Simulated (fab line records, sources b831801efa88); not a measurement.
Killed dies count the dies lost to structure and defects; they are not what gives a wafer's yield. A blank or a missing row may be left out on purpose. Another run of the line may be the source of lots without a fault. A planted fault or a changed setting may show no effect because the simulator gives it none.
fab line records -- flow gf180mcu
record: lots: 5, wafers: 15, last_day: 32
route steps=602 shown TOP_METAL@573 PASSIVATION@587
lots with no fault: from the same line, run without faults
start_h: start of the lot's first displayed wafer, in hours after the record's first day -- wait_h: hours since the lot's step before -- " unchanged from the row above -- L1.1+2: one row covering several wafers at once -- - either no value or no given start -- * or withheld: withheld -- < > ~ a bound
route shown NAME@n: names a module that has steps shown in the file, with the first one's number in the route -- usual: mean and standard deviation over wafers with no fault -- same: alike in all rows -- chamber/n: place in a boat -- sites: the reading at each site -- _std_site: how widely they spread, as a standard deviation -- _edge_site: outer sites' mean less inner sites' -- radius_mm: for every site, how far away it sits from the centre of the wafer -- mask NAME#n: copy n -- behind: the tool/chamber that last shaped the wafer -- hold: the reason the lot was held/the length of the hold in hours/how it ended -- device: transistor that didn't switch, given as n, p or np -- end of line: the tests these same wafers got at the end of their route -- a step without rows: its recipe alone -- killed: the dies lost at the first sort to structure and to defects; this is not the yield of the wafer -- map: the dies of a wafer, with x for killed, . for not killed, _ for no die there
set.NAME: setting as actually run; set.NAME@STEP: the setting as run at that earlier step -- model.NAME: the simulator's own value behind a step, which no gauge read
a table for each step, a row for each wafer; lots at some steps of the route
services: from which hour (start_h, from the record's first day; less than 0 if before it) a tool's chamber was out of use, for how many hours, and why
== steps ==
step: GF_TOP_METAL_THK_MEAS_06
recipe: thk_meas_gauge: xrf, reads: AlCu_of_TOP_METAL_SPUTTER_02
usual: TOP_METAL_ALCU_THK: 901/11
lot.wafer,tool,chamber,start_h,wait_h,TOP_METAL_ALCU_THK[nm]
L075.3,film_metro-02,-,633.15,0.1,896
L075.5,film_metro-02,-,633.15,0.1,906
L075.6,film_metro-02,-,633.15,0.1,889
L076.1,film_metro-02,-,639.78,0.1,885
L076.4,film_metro-02,-,639.78,0.1,888
L076.5,film_metro-02,-,639.78,0.1,891
L085.1,film_metro-02,-,726.75,0.1,908
L085.2,film_metro-02,-,726.75,0.1,903
L085.5,film_metro-02,-,726.75,0.1,903
L087.2,film_metro-03,-,738.50,0.1,886
L087.4,film_metro-03,-,738.50,0.1,880
L087.6,film_metro-03,-,738.50,0.1,891
L086.1,film_metro-02,-,739.22,0.1,923
L086.3,film_metro-02,-,739.22,0.1,906
L086.4,film_metro-02,-,739.22,0.1,898
step: GF_TOP_METAL_DEHYDRATE_07
recipe: temp_c: 200, time_s: 60
lot.wafer,tool,chamber,start_h,wait_h
L075.3+5+6,litho_track-02,0,642.26,9.1
L076.1+4+5,litho_track-02,0,649.01,9.2
L085.1+2+5,litho_track-03,0,735.63,8.9
L087.2+4+6,litho_track-03,0,745.80,7.3
L086.1+3+4,litho_track-02,0,746.41,7.2
step: GF_TOP_METAL_HMDS_08
recipe: prime_time_s: 60, prime_temp_c: 120
lot.wafer,tool,chamber,start_h,wait_h
L075.3+5+6,litho_track-02,0,642.41,0.1
L076.1+4+5,litho_track-02,0,649.16,0.1
L085.1+2+5,litho_track-03,0,735.78,0.1
L087.2+4+6,litho_track-03,0,745.95,0.1
L086.1+3+4,litho_track-02,0,746.56,0.1
step: GF_TOP_METAL_COAT_09
recipe: resist: NOVOLAK, spin_rpm: 3000, resist_thk_nm: 1500
usual: dispense_pressure_kPa: 51.0/1.1, spin_speed_rpm: 2999.7/2.1
lot.wafer,tool,chamber,start_h,wait_h,dispense_pressure_kPa,spin_speed_rpm
L075.3,litho_track-02,0,642.56,0.1,50.1,3002.6
L075.5,litho_track-02,0,642.56,0.1,50.1,2997.5
L075.6,litho_track-02,0,642.56,0.1,50.1,3002.2
L076.1,litho_track-02,0,649.31,0.1,50.1,3000.9
L076.4,litho_track-02,0,649.31,0.1,50.1,2997.3
L076.5,litho_track-02,0,649.31,0.1,50.2,2995.6
L085.1,litho_track-03,0,735.93,0.1,50.4,3001.3
L085.2,litho_track-03,0,735.93,0.1,50.4,3002.1
L085.5,litho_track-03,0,735.93,0.1,50.4,3000.9
L087.2,litho_track-03,0,746.10,0.1,50.3,2999.3
L087.4,litho_track-03,0,746.10,0.1,50.4,3000.2
L087.6,litho_track-03,0,746.10,0.1,50.4,3002.1
L086.1,litho_track-02,0,746.71,0.1,50.1,3000.6
L086.3,litho_track-02,0,746.71,0.1,50.1,3004.2
L086.4,litho_track-02,0,746.71,0.1,50.1,3000.7
step: GF_TOP_METAL_SOFTBAKE_10
recipe: temp_c: 90, time_s: 60, resist: NOVOLAK
lot.wafer,tool,chamber,start_h,wait_h
L075.3+5+6,litho_track-02,0,642.71,0.1
L076.1+4+5,litho_track-02,0,649.46,0.1
L085.1+2+5,litho_track-03,0,736.08,0.1
L087.2+4+6,litho_track-03,0,746.25,0.1
L086.1+3+4,litho_track-02,0,746.86,0.1
step: GF_TOP_METAL_EXPOSE_11
recipe: mask_id: MetalTop, target_cd_nm: 440, na: 0.6, source_shape: conventional, sigma_outer: 0.6, dose_mj: 170
lot.wafer,tool,chamber,start_h,wait_h,mask
L075.3+5+6,iline_stepper-02,0,-,-,MetalTop#0
L076.1+4+5,iline_stepper-01,0,-,-,MetalTop#0
L085.1+2+5,iline_stepper-02,0,-,-,MetalTop#0
L087.2+4+6,iline_stepper-02,0,-,-,MetalTop#0
L086.1+3+4,iline_stepper-02,0,-,-,MetalTop#0
step: GF_TOP_METAL_PEB_12
recipe: temp_c: withheld, time_s: *, resist: NOVOLAK
lot.wafer,tool,chamber,start_h,wait_h
L075.3+5+6,litho_track-03,0,-,-
L076.1+4+5,litho_track-04,0,-,-
L085.1+2+5,litho_track-04,0,-,-
L087.2+4+6,litho_track-04,0,-,-
L086.1+3+4,litho_track-03,0,-,-
step: GF_TOP_METAL_DEVELOP_13
recipe: develop_time_s: 60, dev_temp_c: 23
lot.wafer,tool,chamber,start_h,wait_h
L075.3+5+6,litho_track-03,0,652.43,0.1
L076.1+4+5,litho_track-04,0,659.22,0.1
L085.1+2+5,litho_track-04,0,744.42,0.1
L087.2+4+6,litho_track-04,0,754.95,0.1
L086.1+3+4,litho_track-03,0,755.32,0.1
step: GF_TOP_METAL_CD_MEAS_14
recipe: target_cd_nm: 440
usual: cd_nm: 439.8/2.5
lot.wafer,tool,chamber,start_h,wait_h,cd_nm
L075.3,cd_sem-02,-,652.57,0.1,439.5
L075.5,cd_sem-02,-,652.57,0.1,440.2
L075.6,cd_sem-02,-,652.57,0.1,440.7
L076.1,cd_sem-01,-,659.37,0.1,437.9
L076.4,cd_sem-01,-,659.37,0.1,438.2
L076.5,cd_sem-01,-,659.37,0.1,438.0
L085.1,cd_sem-02,-,744.57,0.1,441.8
L085.2,cd_sem-02,-,744.57,0.1,442.3
L085.5,cd_sem-02,-,744.57,0.1,441.6
L087.2,cd_sem-02,-,755.09,0.1,437.2
L087.4,cd_sem-02,-,755.09,0.1,435.0
L087.6,cd_sem-02,-,755.09,0.1,436.0
L086.1,cd_sem-01,-,755.48,0.1,440.2
L086.3,cd_sem-01,-,755.48,0.1,439.5
L086.4,cd_sem-01,-,755.48,0.1,436.4
step: GF_TOP_METAL_OVL_MEAS_15
usual: TOP_METAL_OVL: -0.4/1.4
lot.wafer,tool,chamber,start_h,wait_h,TOP_METAL_OVL[nm]
L075.3,overlay-01,-,652.66,0.1,0.1
L075.5,overlay-01,-,652.66,0.1,-0.2
L075.6,overlay-01,-,652.66,0.1,-1.8
L076.1,overlay-02,-,659.49,0.1,1.6
L076.4,overlay-02,-,659.49,0.1,1.3
L076.5,overlay-02,-,659.49,0.1,1.3
L085.1,overlay-01,-,744.69,0.1,-1.2
L085.2,overlay-01,-,744.69,0.1,-1.6
L085.5,overlay-01,-,744.69,0.1,-1.4
L087.2,overlay-01,-,755.20,0.1,1.3
L087.4,overlay-01,-,755.20,0.1,1.6
L087.6,overlay-01,-,755.20,0.1,3.1
L086.1,overlay-02,-,755.60,0.1,1.4
L086.3,overlay-02,-,755.60,0.1,1.1
L086.4,overlay-02,-,755.60,0.1,1.0
step: GF_TOP_METAL_METAL_ETCH_16
recipe: chemistry: Cl2/BCl3, mask_material: NOVOLAK, target_depth_nm: 1197, stop_on: SiO2, pressure_mtorr: 8, icp_w: 800, bias_w: 140, Cl2_flow_sccm: 80, bcl3_flow_sccm: 40, time_s: 199.5
usual: drypump_motor_current_A: 5.8/0.31, oes_product_au: 0.991/0.0065, throttle_valve_pct: 28.227/0.01
lot.wafer,tool,chamber,start_h,wait_h,drypump_motor_current_A,oes_product_au,rf_hours_counter_h,throttle_valve_pct
L075.3,rie_metal-04,0,652.75,0.1,5.4,0.983,-,28.238
L075.5,rie_metal-04,0,652.75,0.1,5.4,0.981,-,28.241
L075.6,rie_metal-04,1,652.75,0.1,5.8,1.002,-,28.239
L076.1,rie_metal-02,1,659.53,0.0,5.7,0.989,9,28.209
L076.4,rie_metal-02,0,659.53,0.0,5.7,1.003,-,28.214
L076.5,rie_metal-02,0,659.53,0.0,5.7,0.986,-,28.219
L085.1,rie_metal-04,1,744.73,0.0,5.8,0.989,11,28.229
L085.2,rie_metal-04,0,744.73,0.0,5.4,0.981,1,28.235
L085.5,rie_metal-04,1,744.73,0.0,5.8,0.993,-,28.229
L087.2,rie_metal-03,1,755.23,0.0,6.0,0.997,14,28.213
L087.4,rie_metal-03,0,755.23,0.0,6.5,0.985,-,28.229
L087.6,rie_metal-03,1,755.23,0.0,6.0,0.995,-,28.225
L086.1,rie_metal-04,1,755.63,0.0,5.8,1.001,11,28.218
L086.3,rie_metal-04,1,755.63,0.0,5.8,0.996,-,28.229
L086.4,rie_metal-04,0,755.63,0.0,5.4,0.980,-,28.226
step: GF_TOP_METAL_STRIP_17
recipe: chemistry: O2/N2, power_w: 1400, pressure_mtorr: 1500, platen_temp_c: 250, o2_flow_sccm: 3000, n2_flow_sccm: 300, overash_fraction: 0.5
usual: drypump_motor_current_A: 5.45/0.2, heater_power_w: 333/50, oes_product_au: 0.710/0.0043, platen_temp_c: 249.98/0.17, strip_time_to_endpoint_s: 12.88/0.081
lot.wafer,tool,chamber,start_h,wait_h,drypump_motor_current_A,heater_power_w,oes_product_au,platen_temp_c,rf_hours_counter_h,strip_time_to_endpoint_s
L075.3,plasma_asher-01,1,652.91,0.1,5.54,279,0.717,249.97,-,13.02
L075.5,plasma_asher-01,0,652.91,0.1,5.66,406,0.705,250.13,-,13.01
L075.6,plasma_asher-01,1,652.91,0.1,5.55,280,0.710,250.01,-,12.91
L076.1,plasma_asher-04,0,659.72,0.1,5.07,289,0.703,249.76,21,12.80
L076.4,plasma_asher-04,0,659.72,0.1,5.05,283,0.704,249.78,-,12.79
L076.5,plasma_asher-04,0,659.72,0.1,5.07,286,0.709,250.12,-,12.76
L085.1,plasma_asher-01,0,744.92,0.1,5.67,400,0.712,249.96,67,12.87
L085.2,plasma_asher-01,1,744.92,0.1,5.55,282,0.706,250.05,67,13.09
L085.5,plasma_asher-01,0,744.92,0.1,5.69,403,0.711,250.02,-,12.87
L087.2,plasma_asher-03,0,755.42,0.1,5.26,349,0.706,250.23,100,12.87
L087.4,plasma_asher-03,1,755.42,0.1,5.37,282,0.717,249.94,-,13.01
L087.6,plasma_asher-03,1,755.42,0.1,5.36,287,0.713,249.73,-,12.89
L086.1,plasma_asher-03,1,755.83,0.1,5.38,287,0.707,250.10,100,12.91
L086.3,plasma_asher-03,1,755.83,0.1,5.36,288,0.708,249.77,-,12.82
L086.4,plasma_asher-03,0,755.83,0.1,5.32,345,0.709,249.90,-,12.99
step: GF_TOP_METAL_STRIP_18
recipe: chemistry: post_etch_residue_remover, time_s: 1200, temp_c: 72.5
lot.wafer,tool,chamber,start_h,wait_h
L075.3+5+6,wet_bench-01,1,652.97,0.0
L076.1+4+5,wet_bench-03,3,659.82,0.1
L085.1+2+5,wet_bench-04,1,745.02,0.1
L087.2+4+6,wet_bench-04,0,755.52,0.1
L086.1+3+4,wet_bench-01,1,755.93,0.1
step: GF_TOP_METAL_CLEAN_19
recipe: chemistry: DIW, dry: n2_spin
lot.wafer,tool,chamber,start_h,wait_h
L075.3+5+6,wet_bench-04,2,653.31,0.0
L076.1+4+5,wet_bench-01,3,660.19,0.0
L085.1+2+5,wet_bench-03,0,745.36,0.0
L087.2+4+6,wet_bench-03,2,755.89,0.0
L086.1+3+4,wet_bench-04,3,756.27,0.0
step: GF_PASSIVATION_CVD_00
recipe: material: SiO2, target_thk_nm: 1000, precursor: TEOS, temp_c: 400, time_s: 111.95, rf_w: 600
usual: heater_power_w: 701/110
lot.wafer,tool,chamber,start_h,wait_h,heater_power_w
L075.3,pecvd-03,0,653.41,0.0,706
L075.5,pecvd-03,1,653.41,0.0,720
L075.6,pecvd-03,2,653.41,0.0,926
L076.1,pecvd-01,2,660.28,0.0,798
L076.4,pecvd-01,2,660.28,0.0,640
L076.5,pecvd-01,0,660.28,0.0,636
L085.1,pecvd-01,1,745.45,0.0,689
L085.2,pecvd-01,2,745.45,0.0,625
L085.5,pecvd-01,0,745.45,0.0,689
L087.2,pecvd-02,0,755.98,0.0,627
L087.4,pecvd-02,1,755.98,0.0,794
L087.6,pecvd-02,0,755.98,0.0,645
L086.1,pecvd-02,1,756.37,0.0,689
L086.3,pecvd-02,2,756.37,0.0,619
L086.4,pecvd-02,0,756.37,0.0,522
step: GF_PASSIVATION_THK_MEAS_01
recipe: reads: SiO2_of_PASSIVATION_CVD_00
usual: PASSIVATION_CVD_00_THK: 1002/18
lot.wafer,tool,chamber,start_h,wait_h,PASSIVATION_CVD_00_THK[nm]
L075.3,film_metro-03,-,653.51,0.1,1011
L075.5,film_metro-03,-,653.51,0.1,1028
L075.6,film_metro-03,-,653.51,0.1,1035
L076.1,film_metro-03,-,660.40,0.1,984
L076.4,film_metro-03,-,660.40,0.1,997
L076.5,film_metro-03,-,660.40,0.1,1011
L085.1,film_metro-04,-,745.53,0.0,987
L085.2,film_metro-04,-,745.53,0.0,991
L085.5,film_metro-04,-,745.53,0.0,1017
L087.2,film_metro-01,-,756.07,0.0,974
L087.4,film_metro-01,-,756.07,0.0,1008
L087.6,film_metro-01,-,756.07,0.0,1008
L086.1,film_metro-04,-,756.47,0.1,988
L086.3,film_metro-04,-,756.47,0.1,975
L086.4,film_metro-04,-,756.47,0.1,1000
step: GF_PASSIVATION_CVD_02
recipe: material: Si3N4, target_thk_nm: 700, time_s: 486.18, temp_c: 400, rf_w: 450
usual: heater_power_w: 756/97
lot.wafer,tool,chamber,start_h,wait_h,heater_power_w
L075.3,pecvd-02,1,653.55,0.0,723
L075.5,pecvd-02,1,653.55,0.0,767
L075.6,pecvd-02,0,653.55,0.0,680
L076.1,pecvd-03,1,660.46,0.1,722
L076.4,pecvd-03,2,660.46,0.1,996
L076.5,pecvd-03,0,660.46,0.1,684
L085.1,pecvd-03,0,745.59,0.1,715
L085.2,pecvd-03,1,745.59,0.1,771
L085.5,pecvd-03,2,745.59,0.1,1023
L087.2,pecvd-03,2,756.12,0.0,1041
L087.4,pecvd-03,1,756.12,0.0,741
L087.6,pecvd-03,2,756.12,0.0,846
L086.1,pecvd-01,1,756.53,0.1,748
L086.3,pecvd-01,0,756.53,0.1,632
L086.4,pecvd-01,2,756.53,0.1,796
step: GF_PASSIVATION_THK_MEAS_03
recipe: reads: Si3N4_of_PASSIVATION_CVD_02
usual: PASSIVATION_CVD_02_THK: 698/11
lot.wafer,tool,chamber,start_h,wait_h,PASSIVATION_CVD_02_THK[nm]
L075.3,film_metro-04,-,653.85,0.2,699
L075.5,film_metro-04,-,653.85,0.2,717
L075.6,film_metro-04,-,653.85,0.2,707
L076.1,film_metro-01,-,660.75,0.1,703
L076.4,film_metro-01,-,660.75,0.1,718
L076.5,film_metro-01,-,660.75,0.1,719
L085.1,film_metro-03,-,745.88,0.1,696
L085.2,film_metro-03,-,745.88,0.1,696
L085.5,film_metro-03,-,745.88,0.1,724
L087.2,film_metro-04,-,756.42,0.2,709
L087.4,film_metro-04,-,756.42,0.2,710
L087.6,film_metro-04,-,756.42,0.2,719
L086.1,film_metro-04,-,756.82,0.1,689
L086.3,film_metro-04,-,756.82,0.1,695
L086.4,film_metro-04,-,756.82,0.1,708
step: GF_PASSIVATION_DEHYDRATE_04
recipe: temp_c: 200, time_s: 60
lot.wafer,tool,chamber,start_h,wait_h
L075.3+5+6,litho_track-01,0,662.71,8.8
L076.1+4+5,litho_track-01,0,669.66,8.9
L085.1+2+5,litho_track-04,0,754.12,8.2
L087.2+4+6,litho_track-01,0,763.93,7.5
L086.1+3+4,litho_track-01,0,764.55,7.7
step: GF_PASSIVATION_HMDS_05
recipe: prime_time_s: 60, prime_temp_c: 120
lot.wafer,tool,chamber,start_h,wait_h
L075.3+5+6,litho_track-01,0,662.86,0.1
L076.1+4+5,litho_track-01,0,669.81,0.1
L085.1+2+5,litho_track-04,0,754.27,0.1
L087.2+4+6,litho_track-01,0,764.08,0.1
L086.1+3+4,litho_track-01,0,764.70,0.1
step: GF_PASSIVATION_COAT_06
recipe: spin_rpm: 2000, resist_thk_nm: 4000
usual: dispense_pressure_kPa: 52.6/0.99, spin_speed_rpm: 2000.0/1.5
lot.wafer,tool,chamber,start_h,wait_h,dispense_pressure_kPa,spin_speed_rpm
L075.3,litho_track-01,0,663.01,0.1,53.1,2001.5
L075.5,litho_track-01,0,663.01,0.1,53.1,1998.4
L075.6,litho_track-01,0,663.01,0.1,53.1,1999.0
L076.1,litho_track-01,0,669.96,0.1,53.1,2001.0
L076.4,litho_track-01,0,669.96,0.1,53.1,2000.6
L076.5,litho_track-01,0,669.96,0.1,53.1,1996.6
L085.1,litho_track-04,0,754.42,0.1,52.8,2000.7
L085.2,litho_track-04,0,754.42,0.1,52.7,2000.4
L085.5,litho_track-04,0,754.42,0.1,52.7,1999.2
L087.2,litho_track-01,0,764.23,0.1,53.1,1999.1
L087.4,litho_track-01,0,764.23,0.1,53.1,1998.4
L087.6,litho_track-01,0,764.23,0.1,53.1,1998.5
L086.1,litho_track-01,0,764.85,0.1,53.1,2001.2
L086.3,litho_track-01,0,764.85,0.1,53.1,2000.1
L086.4,litho_track-01,0,764.85,0.1,53.1,1999.2
step: GF_PASSIVATION_SOFTBAKE_07
recipe: temp_c: 110, time_s: withheld
lot.wafer,tool,chamber,start_h,wait_h
L075.3+5+6,litho_track-01,0,663.17,0.1
L076.1+4+5,litho_track-01,0,670.11,0.1
L085.1+2+5,litho_track-04,0,754.57,0.1
L087.2+4+6,litho_track-01,0,764.39,0.1
L086.1+3+4,litho_track-01,0,765.00,0.1
step: GF_PASSIVATION_EXPOSE_08
recipe: mask_id: Pad, target_cd_nm: 40000, na: 0.57, dose_mj: 310
lot.wafer,tool,chamber,start_h,wait_h,mask
L075.3+5+6,iline_stepper-01,0,-,-,Pad#0
L076.1+4+5,iline_stepper-02,0,-,-,Pad#0
L085.1+2+5,iline_stepper-02,0,-,-,Pad#0
L087.2+4+6,iline_stepper-01,0,-,-,Pad#0
L086.1+3+4,iline_stepper-01,0,-,-,Pad#0
step: GF_PASSIVATION_PEB_09
recipe: temp_c: 115, time_s: withheld
lot.wafer,tool,chamber,start_h,wait_h
L075.3+5+6,litho_track-01,0,-,-
L076.1+4+5,litho_track-01,0,-,-
L085.1+2+5,litho_track-04,0,-,-
L087.2+4+6,litho_track-03,0,-,-
L086.1+3+4,litho_track-04,0,-,-
step: GF_PASSIVATION_DEVELOP_10
recipe: develop_time_s: 60, dev_temp_c: 23
lot.wafer,tool,chamber,start_h,wait_h
L075.3+5+6,litho_track-01,0,-,-
L076.1+4+5,litho_track-01,0,-,-
L085.1+2+5,litho_track-04,0,-,-
L087.2+4+6,litho_track-03,0,-,-
L086.1+3+4,litho_track-04,0,-,-
step: GF_PASSIVATION_ETCH_11
recipe: chemistry: CF4/O2, target_depth_nm: 2040, stop_on: TiN, source_w: 800, bias_w: 150, pressure_mtorr: 150, cf4_flow_sccm: 80, O2_flow_sccm: 10, time_s: 453.3
usual: drypump_motor_current_A: 5.6/0.43, oes_product_au: 0.991/0.0069, throttle_valve_pct: 5.967/0.009
lot.wafer,tool,chamber,start_h,wait_h,drypump_motor_current_A,oes_product_au,rf_hours_counter_h,throttle_valve_pct
L075.3,rie_diel-03,3,672.61,-,5.9,0.997,2,5.961
L075.5,rie_diel-03,1,672.61,-,5.0,0.993,-,5.959
L075.6,rie_diel-03,2,672.61,-,5.8,0.999,-,5.959
L076.1,rie_diel-04,1,679.76,-,5.6,0.994,10,5.962
L076.4,rie_diel-04,2,679.76,-,6.3,0.989,20,5.983
L076.5,rie_diel-04,3,679.76,-,5.7,0.980,-,5.949
L085.1,rie_diel-03,3,762.72,-,5.9,0.986,5,5.962
L085.2,rie_diel-03,1,762.72,-,5.0,0.984,28,5.957
L085.5,rie_diel-03,3,762.72,-,5.9,0.990,-,5.969
L087.2,rie_diel-02,2,773.02,-,5.8,0.994,19,5.967
L087.4,rie_diel-02,3,773.02,-,4.8,0.991,17,5.969
L087.6,rie_diel-02,3,773.02,-,4.8,0.988,-,5.960
L086.1,rie_diel-03,3,773.57,-,5.9,0.990,6,5.969
L086.3,rie_diel-03,1,773.57,-,5.0,0.992,29,5.956
L086.4,rie_diel-03,2,773.57,-,5.8,0.993,3,5.966
step: GF_PASSIVATION_STRIP_12
recipe: chemistry: O2/N2, power_w: 1400, pressure_mtorr: 1500, platen_temp_c: 250, o2_flow_sccm: 3000, n2_flow_sccm: 300, overash_fraction: 0.5
usual: drypump_motor_current_A: 5.49/0.19, heater_power_w: 342/47, oes_product_au: 0.718/0.0051, platen_temp_c: 249.98/0.19, strip_time_to_endpoint_s: 32.8/0.33
lot.wafer,tool,chamber,start_h,wait_h,drypump_motor_current_A,heater_power_w,oes_product_au,platen_temp_c,rf_hours_counter_h,strip_time_to_endpoint_s
L075.3,plasma_asher-01,1,672.91,0.2,5.52,289,0.722,249.80,-,32.8
L075.5,plasma_asher-01,1,672.91,0.2,5.52,283,0.721,249.88,-,32.8
L075.6,plasma_asher-01,0,672.91,0.2,5.67,396,0.721,249.69,-,32.9
L076.1,plasma_asher-01,1,680.02,0.1,5.53,282,0.714,249.96,60,32.4
L076.4,plasma_asher-01,1,680.02,0.1,5.55,286,0.717,249.77,-,32.9
L076.5,plasma_asher-01,1,680.02,0.1,5.53,285,0.720,249.64,-,33.4
L085.1,plasma_asher-01,1,762.99,0.1,5.55,277,0.721,249.69,68,32.7
L085.2,plasma_asher-01,0,762.99,0.1,5.67,400,0.715,250.08,68,32.9
L085.5,plasma_asher-01,1,762.99,0.1,5.54,285,0.711,250.18,-,32.9
L087.2,plasma_asher-01,0,773.29,0.1,5.67,402,0.714,249.83,69,32.7
L087.4,plasma_asher-01,0,773.29,0.1,5.68,400,0.722,249.65,-,33.3
L087.6,plasma_asher-01,1,773.29,0.1,5.54,283,0.713,250.01,-,33.2
L086.1,plasma_asher-03,1,773.84,0.1,5.36,287,0.715,249.81,102,32.7
L086.3,plasma_asher-03,0,773.84,0.1,5.24,349,0.726,249.75,-,32.8
L086.4,plasma_asher-03,1,773.84,0.1,5.36,282,0.724,249.68,-,32.8
step: GF_PASSIVATION_ANNEAL_13
recipe: temp_c: 400, time_s: 1800, ambient: N2/H2, idle_temp_c: 300, ramp_up_c_per_min: 10, ramp_down_c_per_min: 3
usual: tube_center_temp_C: 399.99/0.038
lot.wafer,tool,chamber,start_h,wait_h,tube_center_temp_C
L075.3,furnace-01,0,672.97,0.0,399.98
L075.5,furnace-01,0,672.97,0.0,400.02
L075.6,furnace-01,0,672.97,0.0,399.97
L076.1,furnace-01,0,680.12,0.1,399.99
L076.4,furnace-01,0,680.12,0.1,399.98
L076.5,furnace-01,0,680.12,0.1,399.96
L085.1,furnace-01,0,763.09,0.1,399.99
L085.2,furnace-01,0,763.09,0.1,400
L085.5,furnace-01,0,763.09,0.1,400.03
L087.2,furnace-02,0,773.39,0.1,400.02
L087.4,furnace-02,0,773.39,0.1,400.03
L087.6,furnace-02,0,773.39,0.1,399.98
L086.1,furnace-01,0,773.94,0.1,400.01
L086.3,furnace-01,0,773.94,0.1,399.99
L086.4,furnace-01,0,773.94,0.1,399.99
step: GF_PASSIVATION_BOW_MEAS_14
recipe: mode: bow
usual: PASSIVATION_BOW: 134/14
lot.wafer,tool,chamber,start_h,wait_h,PASSIVATION_BOW[um]
L075.3,film_metro-04,-,674.51,0.0,150
L075.5,film_metro-04,-,674.51,0.0,140
L075.6,film_metro-04,-,674.51,0.0,138
L076.1,film_metro-03,-,681.62,0.0,141
L076.4,film_metro-03,-,681.62,0.0,147
L076.5,film_metro-03,-,681.62,0.0,150
L085.1,film_metro-01,-,764.59,0.0,137
L085.2,film_metro-01,-,764.59,0.0,139
L085.5,film_metro-01,-,764.59,0.0,142
L087.2,film_metro-03,-,774.91,0.0,136
L087.4,film_metro-03,-,774.91,0.0,123
L087.6,film_metro-03,-,774.91,0.0,139
L086.1,film_metro-01,-,775.44,0.0,160
L086.3,film_metro-01,-,775.44,0.0,162
L086.4,film_metro-01,-,775.44,0.0,148
== services ==
tool,chamber,start_h,hours,kind
rie_diel-03,0,619.83,3.9,repair
pecvd-02,-,628.56,4.3,pm
iline_stepper-01,-,630.36,5.7,repair
pecvd-03,2,635.09,6.4,repair
plasma_asher-01,-,638.93,0.3,repair
rie_metal-04,1,641.65,4.3,repair
iline_stepper-02,-,648.56,4.8,repair
plasma_asher-03,-,652.99,2.6,repair
pecvd-01,1,655.66,15.9,repair
iline_stepper-01,-,668.65,2.1,pm
pecvd-03,-,668.91,1.7,repair
pecvd-01,-,676.55,1.0,repair
rie_diel-03,0,680.27,3.8,repair
furnace-01,-,684.79,7.9,repair
iline_stepper-02,-,689.27,1.7,pm
pecvd-01,2,699.70,16.9,repair
pecvd-03,-,706.29,0.5,repair
rie_diel-04,2,707.97,4.6,repair
plasma_asher-03,-,710.53,3.9,repair
plasma_asher-01,-,740.83,2.4,repair
plasma_asher-01,-,745.95,10.1,repair
furnace-01,-,749.80,3.8,pm
rie_metal-04,-,754.69,0.6,repair
rie_metal-04,-,768.70,4.3,pm
== key ==
fault none
